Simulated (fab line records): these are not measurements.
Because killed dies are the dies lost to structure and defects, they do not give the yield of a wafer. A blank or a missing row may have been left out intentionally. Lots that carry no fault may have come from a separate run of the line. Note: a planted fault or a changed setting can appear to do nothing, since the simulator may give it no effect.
Code-filled problem report in 8D (eight disciplines) form | flow sky130 | the parts of the form that need people (team, actions taken, sign-off) are left out

== 1. THE ISSUE ==
SONOS_ONO_CVD_02_THK at SKY_SONOS_ONO_THK_MEAS_03 reads a mean of 15.79 nm on 6 wafers of 2 lots; wafers without a fault read 10.51 nm with a standard deviation of 0.11. That puts it +48 standard deviations away from the usual mean.
First seen on wafer L805.1, day 15 05:40, on filmMetro-01. Wafers with a number at this step in the record: 42, from 14 lots. The rule behind "out" and "out of limits": a value lying over 4 standard deviations away from the usual mean. Any other wafer with a number is counted as sound.

== 2. WHAT IT IS, WHAT IT ISN'T ==
question                    | is                     | is not
which readings at this step | SONOS_ONO_CVD_02_THK   | -
which lots                  | L805, L806             | L794, L795, L796, L797, L799, L800, L802, L804, L814, L815, L816, L817
which wafers of those lots  | all that have a number | -
read on which gauges        | filmMetro-01           | filmMetro-03, filmMetro-04
when                        | from day 15 05:40      | up to then (24 sound wafers); but 12 sound wafers of L814, L815, L816, L817 came after

== 3. WHAT RULES OUT EACH SUSPECT ==
Counting: a tool at a process step up to the reading stays a suspect if it ran every lot that is out and no sound lot after the first of them.
- the gauge at SKY_SONOS_ONO_THK_MEAS_03: kept. All the wafers that are out were read on filmMetro-01, and no step on other tools shows them out.
- lpcvd-02 at SKY_SONOS_ONO_CVD_02 (deposits Si3N4 from DCS/NH3, target thk 10.5 nm, time 180 s): ruled out as a lasting fault. The sound lots L814, L815, L816, L817 went through it after L805, its earliest lot that is out (day 15 04:37).
Left after counting: filmMetro-01 at SKY_SONOS_ONO_THK_MEAS_03.

== 4. THE CAUSE (what the simulator had put in) ==
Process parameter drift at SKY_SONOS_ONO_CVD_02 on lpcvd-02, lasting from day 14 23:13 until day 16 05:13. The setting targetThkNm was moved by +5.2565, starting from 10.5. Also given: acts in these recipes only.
It was ruled out by counting, in error; the rule expects a fault to strike all lots run on its tool from its start on, and this fault did not.

== 5. THE CHAIN OF EFFECTS, in route order ==
Rows list readings where the struck wafers' mean (over those with a number) sits beyond 3 standard deviations from the usual. Scope: only readings with a usual standard deviation given in the record; hours: median across lots of the time from each lot's start at the first step in this table that gives one to its start at this step; sigmas: change in usual standard deviations.
hours | step                      | reading              | usual    | on struck wafers | change | sigmas
0     | SKY_SONOS_ONO_THK_MEAS_03 | SONOS_ONO_CVD_02_THK | 10.51 nm | 15.79            | +5.28  | +48
Later measuring or inspecting steps at which every struck wafer that the step has a row for has a number for every such reading, and none has moved that far: SKY_VIA2_CD_MEAS_12, SKY_METAL3_OVL_MEAS_14, SKY_PASSIVATION_THK_MEAS_01.

== 6. WHAT WOULD HAVE CAUGHT IT SOONER ==
6 hours passed between the start of the fault at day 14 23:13 and the first reading out of limits at a measuring or inspecting step in this record, taken at day 15 05:40.
